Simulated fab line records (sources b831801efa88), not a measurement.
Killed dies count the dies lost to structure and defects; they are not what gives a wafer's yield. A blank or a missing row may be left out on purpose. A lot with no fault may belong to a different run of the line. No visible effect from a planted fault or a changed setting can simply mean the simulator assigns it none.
Which tool was responsible? -- flow gf180mcu -- 33 wafers from 11 lots sampled at 5 of the route's 602 steps

== WHAT THE GAUGES READ, wafer by wafer ==
GF_CONTACT_RS_MEAS_25: measurement is done with a four-point probe.
lot,measured,on,CONTACT_W_RS (ohm/sq)
L157,day 16 04:01,film metro-02,0.379 0.376 0.384
L158,day 16 10:35,film metro-02,0.381 0.383 0.383
L160,day 17 09:37,film metro-02,0.377 0.377 0.383
L161,day 17 15:21,film metro-02,0.384 0.370 0.372
L163,day 18 08:05,film metro-02,0.385 0.383 0.384
L165,day 19 00:46,film metro-02,0.382 0.383 0.393
L166,day 19 11:20,film metro-02,0.380 0.383 0.381
L167,day 19 19:55,film metro-02,0.381 0.370 0.382
L168,day 20 04:23,film metro-02,0.380 0.385 0.383
L177,day 23 09:01,film metro-04,0.386 0.532 0.528
L178,day 23 13:41,film metro-02,0.523 0.517 0.381

GF_CONTACT_THK_MEAS_26: measures by xrf.
lot,measured,on,CONTACT_W_THK (nm)
L157,day 16 04:08,film metro-02,310 314 305
L158,day 16 10:42,film metro-02,306 306 304
L160,day 17 09:44,film metro-02,312 311 306
L161,day 17 15:28,film metro-02,306 316 317
L163,day 18 08:13,film metro-02,304 304 303
L165,day 19 00:52,film metro-02,305 307 296
L166,day 19 11:26,film metro-02,308 307 307
L167,day 19 20:01,film metro-02,307 315 306
L168,day 20 04:30,film metro-02,308 302 306
L177,day 23 09:07,film metro-04,299 220 220
L178,day 23 13:47,film metro-02,225 226 308

GF_V1_THK_MEAS_03.
lot,measured,on,V1_CVD_02_THK (nm)
L157,day 17 03:42,film metro-02,861 844 859
L158,day 17 10:04,film metro-01,827 830 839
L160,day 18 09:35,film metro-01,851 858 867
L161,day 18 16:20,film metro-02,848 858 862
L163,day 19 10:22,film metro-01,856 851 853
L165,day 20 02:57,film metro-02,829 836 847
L166,day 20 13:50,film metro-01,834 846 847
L167,day 20 21:43,film metro-02,842 858 861
L168,day 21 05:57,film metro-02,847 852 850
L177,day 24 09:14,film metro-03,851 863 863
L178,day 24 14:06,film metro-01,850 868 848

== WHICH TOOL RAN EACH LOT (tool, then ch and the chambers of the sampled wafers, then the start) ==
lot,GF_CONTACT_CVD_24,GF_CONTACT_CMP_27
L157,"cvd w-01 ch 0,1, day 16 03:55","cmp-01 ch 0,1,3, day 16 04:11"
L158,"cvd w-01 ch 0,1, day 16 10:29","cmp-02 ch 1,2,3, day 16 10:52"
L160,"cvd w-02 ch 0,1, day 17 09:26","cmp-01 ch 1,2,3, day 17 09:57"
L161,"cvd w-02 ch 0,1, day 17 15:14","cmp-02 ch 0,2,3, day 17 15:31"
L163,"cvd w-02 ch 0, day 18 07:59","cmp-01 ch 0,1,3, day 18 08:23"
L165,"cvd w-02 ch 0,1, day 19 00:38","cmp-02 ch 0,2,3, day 19 01:01"
L166,"cvd w-01 ch 0,1, day 19 11:13","cmp-01 ch 0,1, day 19 11:40"
L167,"cvd w-02 ch 0,1, day 19 19:48","cmp-01 ch 0,1,3, day 19 20:09"
L168,"cvd w-01 ch 0,1, day 20 04:14","cmp-02 ch 0,1, day 20 04:34"
L177,"cvd w-02 ch 0,1, day 23 08:55","cmp-02 ch 0,1,3, day 23 09:10"
L178,"cvd w-02 ch 0,1, day 23 13:34","cmp-02 ch 0,2,3, day 23 13:53"
- GF_CONTACT_CVD_24: deposits W, target thk 300 nm, time 90.339 s.
- GF_CONTACT_CMP_27: polishes, stops on SiO2, t overpolish 15.38 s, target thk 0 nm.

== AS READ BY THE TOOLS THEMSELVES (means over the sampled wafers that have a number; for cases with no such wafer, the mark the record gives instead) ==
GF_CONTACT_CVD_24.
lot,tool,heater power w (W),susceptor temp C (C)
L157,cvd w-01,809,399.91
L158,cvd w-01,801,399.90
L160,cvd w-02,848,399.81
L161,cvd w-02,855,399.84
L163,cvd w-02,882,399.97
L165,cvd w-02,855,400.18
L166,cvd w-01,763,400.11
L167,cvd w-02,836,400.04
L168,cvd w-01,755,399.91
L177,cvd w-02,798,387.81
L178,cvd w-02,800,387.80

GF_CONTACT_CMP_27.
lot,tool,head pressure psi (psi),motor current A (A),time to endpoint s (s)
L157,cmp-01,3.504,11.0,73
L158,cmp-02,3.491,10.5,70
L160,cmp-01,3.502,10.7,70
L161,cmp-02,3.501,10.4,79
L163,cmp-01,3.502,11.4,70
L165,cmp-02,3.504,10.0,68
L166,cmp-01,3.498,10.9,69
L167,cmp-01,3.491,11.1,70
L168,cmp-02,3.508,10.3,72
L177,cmp-02,3.502,10.4,59
L178,cmp-02,3.505,10.4,60

== THE ANSWER, worked out from the rows above alone ==
Rule: the lots themselves supply what counts as usual. Put in order of their means at a reading, lots are off if they are a third of the lots or fewer, leave a main group of 4 or more, and stand apart from it by a gap of 3 or more times the standard deviation of the main group's means; of several such gaps the widest counts. The tables above print the reading to a certain number of digits; a main group whose means all agree to those digits is not used. Also off: a lot with no number at a reading for which 4 or more lots have one. Any other lot the step has rows for is counted as sound. First the gauges in route order, then the tools' own readings, where a lot's mean is used as printed above. The first step at which some lot is off is used, and at that step the reading that is off furthest; a lot without a number counts as furthest.
Off: L177, L178, at GF_CONTACT_RS_MEAS_25 (CONTACT_W_RS). For the main group the mean is 0.381 ohm/sq and the standard deviation 0.0031.
A tool fits if, at a process step before that reading, it ran every lot that is off, and no sound lot after the first of them. Not tried: the gauges at GF_CONTACT_RS_MEAS_25; whatever is off there is also off at GF_CONTACT_CVD_24, on other tools, and gauge error can't account for it. One fits: GF_CONTACT_CVD_24 on cvd w-02. A fault onset in the window from L167 (day 19 19:48, its last sound lot) to L177 (day 23 08:55, its first lot off) fits.
On the lots that are off, the tool's own readings at GF_CONTACT_CVD_24 differ by more than 5 times the standard deviation of the sound lots' means, which bears it out; susceptor temp C reads 387.81 C there versus 399.96 C on the sound lots.

== WHAT THE SIMULATOR PUT IN ==
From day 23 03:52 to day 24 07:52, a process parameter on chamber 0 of cvd w-02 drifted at GF_CONTACT_CVD_24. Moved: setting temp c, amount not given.
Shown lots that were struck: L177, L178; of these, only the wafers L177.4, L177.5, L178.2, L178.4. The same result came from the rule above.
